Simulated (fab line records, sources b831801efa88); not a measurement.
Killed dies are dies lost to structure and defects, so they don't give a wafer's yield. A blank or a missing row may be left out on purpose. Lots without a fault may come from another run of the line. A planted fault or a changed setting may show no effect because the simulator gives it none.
Which tool did it? | flow gf180mcu | 13 lots, 39 wafers sampled, at 6 steps of a route of 602

WHAT THE GAUGES READ, wafer by wafer
GF_LVPWELL_TW_MEAS_11. Usual: LVPWELL_TW 556, standard deviation 4.
lot  | measured    | on            | LVPWELL_TW  | flag
L432 | day 5 08:22 | film_metro-03 | 558 558 559 |
L433 | day 5 09:49 | film_metro-04 | 518 523 520 | OFF
L434 | day 5 14:02 | film_metro-01 | 519 520 520 | OFF
L435 | day 5 19:07 | film_metro-03 | 528 528 528 | OFF
L441 | day 7 05:02 | film_metro-04 | 550 552 551 |
L442 | day 7 10:16 | film_metro-03 | 558 560 559 |
L443 | day 7 15:55 | film_metro-04 | 552 552 555 |
L444 | day 7 20:21 | film_metro-01 | 554 552 554 |
L445 | day 8 04:11 | film_metro-03 | 557 561 558 |
L446 | day 8 10:28 | film_metro-01 | 551 553 554 |
L447 | day 8 13:46 | film_metro-03 | 557 558 557 |
L449 | day 9 01:43 | film_metro-03 | 559 558 556 |
L450 | day 9 08:16 | film_metro-03 | 559 558 559 |

GF_MVSD_OVL_MEAS_07. Usual: MVSD_OVL 1.0 nm, standard deviation 1.2.
lot  | measured     | on         | MVSD_OVL (nm) | flag
L432 | day 5 22:35  | overlay-02 | 0.7 2.2 4.8   |
L433 | day 6 00:32  | overlay-01 | 1.1 1.0 1.7   |
L434 | day 6 04:32  | overlay-01 | -0.1 0.6 0.4  |
L435 | day 6 10:20  | overlay-01 | 1.7 1.3 0.9   |
L441 | day 7 20:47  | overlay-01 | 0.9 0.7 1.6   |
L442 | day 8 02:02  | overlay-01 | 0.3 1.1 0.9   |
L443 | day 8 07:59  | overlay-01 | 1.2 2.0 1.5   |
L444 | day 8 12:55  | overlay-02 | 3.9 0.9 0.7   |
L445 | day 8 21:14  | overlay-01 | 0.6 2.1 1.5   |
L446 | day 9 03:26  | overlay-01 | 0.5 2.1 0.2   |
L447 | day 9 07:29  | overlay-01 | -0.7 0.7 -0.6 |
L449 | day 9 19:08  | overlay-01 | -1.5 1.9 -0.5 |
L450 | day 10 02:07 | overlay-02 | -0.4 0.0 -0.1 |

GF_VT_IMPLANT_RS_MEAS_48: measures by four-point-probe. Usual: LVPWELL_RS 1220.7 ohm/sq, standard deviation 3.
lot  | measured     | on            | LVPWELL_RS (ohm/sq)  | flag
L432 | day 9 08:32  | film_metro-01 | 1227.0 1226.8 1227.8 |
L433 | day 9 11:31  | film_metro-04 | 1520.3 1528.6 1531.4 | OFF
L434 | day 9 15:46  | film_metro-03 | 1524.3 1528.9 1522.7 | OFF
L435 | day 10 00:02 | film_metro-03 | 1522.2 1520.7 1527.5 | OFF
L441 | day 11 15:59 | film_metro-04 | 1214.9 1216.7 1220.3 |
L442 | day 11 20:40 | film_metro-03 | 1219.9 1220.4 1216.9 |
L443 | day 12 04:59 | film_metro-04 | 1220.4 1215.7 1217.8 |
L444 | day 12 10:13 | film_metro-03 | 1215.9 1219.4 1216.4 |
L445 | day 12 18:56 | film_metro-01 | 1216.9 1216.2 1217.1 |
L446 | day 13 02:46 | film_metro-03 | 1219.9 1219.3 1215.0 |
L447 | day 13 07:13 | film_metro-01 | 1220.4 1216.4 1220.8 |
L449 | day 13 21:44 | film_metro-04 | 1224.2 1224.4 1222.1 |
L450 | day 14 05:52 | film_metro-04 | 1218.4 1221.6 1220.7 |

GF_PSD_OVL_MEAS_08. Usual: PSD_OVL -0.1 nm, standard deviation 1.5.
lot  | measured     | on         | PSD_OVL (nm)   | flag
L432 | day 16 14:14 | overlay-01 | 0.1 -1.9 0.1   |
L433 | day 16 20:14 | overlay-02 | 4.3 2.3 0.6    |
L434 | day 16 22:33 | overlay-01 | 1.1 1.6 0.0    |
L435 | day 17 08:52 | overlay-01 | -0.5 -2.3 -2.4 |
L441 | day 19 09:56 | overlay-02 | 2.0 0.3 2.1    |
L442 | day 19 18:18 | overlay-01 | 1.6 0.8 2.1    |
L443 | day 20 03:09 | overlay-02 | -2.8 -1.6 -0.3 |
L444 | day 20 11:38 | overlay-02 | 4.4 0.9 1.1    |
L445 | day 20 17:56 | overlay-02 | -2.1 0.5 0.3   |
L446 | day 21 03:50 | overlay-02 | -0.1 -0.7 -0.8 |
L447 | day 21 11:27 | overlay-01 | 1.1 0.9 1.3    |
L449 | day 22 03:26 | overlay-02 | 0.6 -1.5 -1.9  |
L450 | day 22 12:23 | overlay-01 | -1.9 -1.7 -0.7 |

WHICH TOOL RAN EACH LOT (tool, then ch and the chambers of the sampled wafers, then the start)
lot  | GF_NWELL_STRIP_10                   | GF_LVPWELL_IMPLANT_09
L432 | plasma_asher-02 ch 0,1, day 4 17:58 | implanter-01 ch 0, day 5 08:08
L433 | plasma_asher-03 ch 0,1, day 4 19:31 | implanter-04 ch 0, day 5 09:35
L434 | plasma_asher-04 ch 1, day 4 23:07   | implanter-04 ch 0, day 5 13:48
L435 | plasma_asher-03 ch 0,1, day 5 03:43 | implanter-04 ch 0, day 5 18:53
L441 | plasma_asher-02 ch 1, day 6 13:15   | implanter-02 ch 0, day 7 04:48
L442 | plasma_asher-04 ch 0,1, day 6 17:54 | implanter-02 ch 0, day 7 10:01
L443 | plasma_asher-02 ch 0,1, day 6 23:45 | implanter-02 ch 0, day 7 15:41
L444 | plasma_asher-04 ch 0,1, day 7 04:18 | implanter-02 ch 0, day 7 20:06
L445 | plasma_asher-02 ch 0,1, day 7 11:00 | implanter-02 ch 0, day 8 03:57
L446 | plasma_asher-02 ch 0,1, day 7 18:10 | implanter-04 ch 0, day 8 10:13
L447 | plasma_asher-04 ch 0,1, day 7 20:36 | implanter-02 ch 0, day 8 13:31
L449 | plasma_asher-02 ch 0, day 8 07:37   | implanter-01 ch 0, day 9 01:29
L450 | plasma_asher-02 ch 0,1, day 8 14:31 | implanter-04 ch 0, day 9 08:01
- GF_NWELL_STRIP_10: strips in O2/N2.
- GF_LVPWELL_IMPLANT_09

WHAT THE TOOLS THEMSELVES READ (means of the sampled wafers that have a number; where no wafer has one, the mark that the record gives instead)
GF_NWELL_STRIP_10. Usual: drypump_motor_current_A 5.9 A, standard deviation 0.45; heater_power_w 306 W, standard deviation 29; oes_product_au 0.723 a.u., standard deviation 0.0043; strip_time_to_endpoint_s 36.95 s, standard deviation 0.1.
lot  | tool            | drypump_motor_current_A (A) | heater_power_w (W) | oes_product_au (a.u.) | strip_time_to_endpoint_s (s) | flag
L432 | plasma_asher-02 | 6.4                         | 328                | 0.721                 | 37.03                        |
L433 | plasma_asher-03 | 5.7                         | 295                | 0.722                 | 36.98                        |
L434 | plasma_asher-04 | 5.6                         | 282                | 0.721                 | 37.01                        |
L435 | plasma_asher-03 | 5.6                         | 294                | 0.723                 | 36.91                        |
L441 | plasma_asher-02 | 6.6                         | 287                | 0.724                 | 37.06                        |
L442 | plasma_asher-04 | 5.6                         | 295                | 0.724                 | 36.80                        |
L443 | plasma_asher-02 | 6.4                         | 335                | 0.726                 | 37.02                        |
L444 | plasma_asher-04 | 5.5                         | 308                | 0.725                 | 36.87                        |
L445 | plasma_asher-02 | 6.5                         | 308                | 0.721                 | 36.92                        |
L446 | plasma_asher-02 | 6.4                         | 328                | 0.721                 | 37.17                        |
L447 | plasma_asher-04 | 5.5                         | 306                | 0.723                 | 36.93                        |
L449 | plasma_asher-02 | 6.3                         | 360                | 0.722                 | 37.04                        |
L450 | plasma_asher-02 | 6.5                         | 308                | 0.720                 | 36.96                        |

GF_LVPWELL_IMPLANT_09. Usual: dose_ions_cm2 5e+12, standard deviation 5.8e+09; faraday_current_uA 28.2, standard deviation 0.54.
lot  | tool         | dose_ions_cm2 | faraday_current_uA | flag
L432 | implanter-01 | 5e+12         | 28.2               |
L433 | implanter-04 | 5e+11         | 2.8                | OFF
L434 | implanter-04 | 5e+11         | 2.8                | OFF
L435 | implanter-04 | 5e+11         | 2.8                | OFF
L441 | implanter-02 | 5e+12         | 28.3               |
L442 | implanter-02 | 5e+12         | 28.1               |
L443 | implanter-02 | 5e+12         | 28.1               |
L444 | implanter-02 | 5e+12         | 28.1               |
L445 | implanter-02 | 5e+12         | 28.2               |
L446 | implanter-04 | 5e+12         | 28.3               |
L447 | implanter-02 | 5e+12         | 27.9               |
L449 | implanter-01 | 5e+12         | 28.6               |
L450 | implanter-04 | 5e+12         | 28.4               |

THE ANSWER, worked out from the rows above alone
Rule: a lot is off if the mean of its wafers that have a number lies more than 3 standard deviations from the usual mean. A lot without any number at a reading at which 4 lots or more have one is off too. The other lots that the step has rows for count as sound. The gauges are gone through in route order, then the tools' own readings, and for those a lot's mean is taken as printed above. The first step at which some lot is off is used, and at that step the reading that is off furthest; a lot without a number counts as furthest.
Off: L433, L434, L435, at GF_LVPWELL_TW_MEAS_11 (LVPWELL_TW).
A tool fits if, at a process step before that reading, it ran every lot that is off, and no sound lot after the first of them. The gauges at GF_LVPWELL_TW_MEAS_11 aren't tried: what is off there is off at GF_LVPWELL_IMPLANT_09 too, on other tools, and a gauge's error can't cause that. None of those tried fits.

WHAT THE SIMULATOR HAD PUT IN
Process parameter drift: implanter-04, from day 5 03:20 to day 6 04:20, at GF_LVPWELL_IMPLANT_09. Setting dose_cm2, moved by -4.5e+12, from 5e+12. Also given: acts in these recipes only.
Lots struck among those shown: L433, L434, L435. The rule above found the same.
